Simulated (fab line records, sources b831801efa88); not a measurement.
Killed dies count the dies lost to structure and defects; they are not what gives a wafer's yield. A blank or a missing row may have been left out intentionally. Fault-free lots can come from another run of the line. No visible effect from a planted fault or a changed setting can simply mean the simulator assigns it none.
One fault through the eyes of 2 desks || flow gf180mcu || each desk has only its own numbers; what lay behind them comes last

## AT THE METROLOGY DESK
Means of the sampled wafers that have a number, per lot and without regard to the tool the lot ran on: this is what the gauges read. Marked OUT: a lot whose mean sits more than 4 standard deviations from the usual mean, which makes it out of limits; the brackets give that distance.
Columns: A = HV_LDD_4_TW at GF_HV_LDD_TW_MEAS_50, usual 574; B = M1_OVL at GF_M1_OVL_MEAS_15, usual 0 nm; C = M2_OVL at GF_M2_OVL_MEAS_15, usual 0 nm
{"lot": "L692", "first seen here": "day 12 10:58", "A": 559, "B": 7, "C": -6}
{"lot": "L693", "first seen here": "day 12 18:07", "A": 558, "B": 1, "C": 1}
{"lot": "L695", "first seen here": "day 13 15:18", "A": 584, "B": 0, "C": 4}
{"lot": "L696", "first seen here": "day 13 22:50", "A": 584, "B": -1, "C": -2}
{"lot": "L701", "first seen here": "day 15 08:51", "A": "945 (+34) OUT", "B": -1, "C": -7}
{"lot": "L702", "first seen here": "day 15 18:15", "A": "950 (+34) OUT", "B": 2, "C": -1}
{"lot": "L703", "first seen here": "day 16 04:11", "A": 581, "B": 2, "C": -0}
{"lot": "L710", "first seen here": "day 18 07:12", "A": 577, "B": -3, "C": -0}
{"lot": "L711", "first seen here": "day 18 15:53", "A": 581, "B": 5, "C": 1}
{"lot": "L712", "first seen here": "day 19 06:46", "A": 575, "B": 3, "C": 2}
{"lot": "L713", "first seen here": "day 19 10:56", "A": 560, "B": 2, "C": 4}
{"lot": "L715", "first seen here": "day 20 03:20", "A": 581, "B": 1, "C": 3}
Finding of this desk: L701, L702 out of limits, first seen on L701 at day 15 08:51 (HV_LDD_4_TW at GF_HV_LDD_TW_MEAS_50). L692, L693, L695, L696, L703, L710, L711, L712, L713, L715 stayed within limits.

## AT THE TOOL OWNER'S DESK: implanter-03
The tool's own readings at GF_HV_LDD_IMPLANT_48, given as means over the sampled wafers that have a number, one for each lot that went through this tool. Marked OUT: a lot whose mean sits more than 4 standard deviations from the usual mean, which makes it out of limits; the brackets give that distance.
Columns: A = beam_on_s at GF_HV_LDD_IMPLANT_48, usual 10.01 s; B = dose_ions_cm2 at GF_HV_LDD_IMPLANT_48, usual 3e+13; C = end_station_pressure_torr at GF_HV_LDD_IMPLANT_48, usual 5.16e-06 Torr; D = faraday_current_uA at GF_HV_LDD_IMPLANT_48, usual 169
{"lot": "L693", "first seen here": "day 12 17:54", "A": 10.02, "B": 3e+13, "C": 5.24e-06, "D": 169}
{"lot": "L696", "first seen here": "day 13 22:35", "A": 10.03, "B": 3e+13, "C": 5.18e-06, "D": 168}
{"lot": "L701", "first seen here": "day 15 08:36", "A": "10.99 (+4.7) OUT", "B": "1e+14 (+99 or more) OUT", "C": 5.65e-06, "D": "721 (+99 or more) OUT"}
{"lot": "L702", "first seen here": "day 15 18:00", "A": "10.85 (+4.0) OUT", "B": "1e+14 (+99 or more) OUT", "C": 5.56e-06, "D": "728 (+99 or more) OUT"}
{"lot": "L712", "first seen here": "day 19 06:32", "A": 9.87, "B": 3e+13, "C": 5.40e-06, "D": 172}
This desk's verdict: out of limits on L701, L702, starting with L701 at day 15 08:36 (beam_on_s at GF_HV_LDD_IMPLANT_48). L693, L696, L712 stayed within limits.

## ALL TOGETHER
An alarm could have come from the tool owner's desk at day 15 08:36, on L701, L702.
At day 15 08:51 the metrology desk could have sounded an alarm, on L701, L702.
Of the lots named, all ran GF_HV_LDD_IMPLANT_48 on implanter-03.

## WHAT WAS PUT IN BY THE SIMULATOR
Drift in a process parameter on implanter-03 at GF_HV_LDD_IMPLANT_48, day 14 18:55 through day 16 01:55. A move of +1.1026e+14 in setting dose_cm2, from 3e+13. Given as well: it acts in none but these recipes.
Lots struck among those shown: L701, L702.
Hours from the fault's start to each desk's first reading out of limits: the tool owner's desk, 14; the metrology desk, 14.
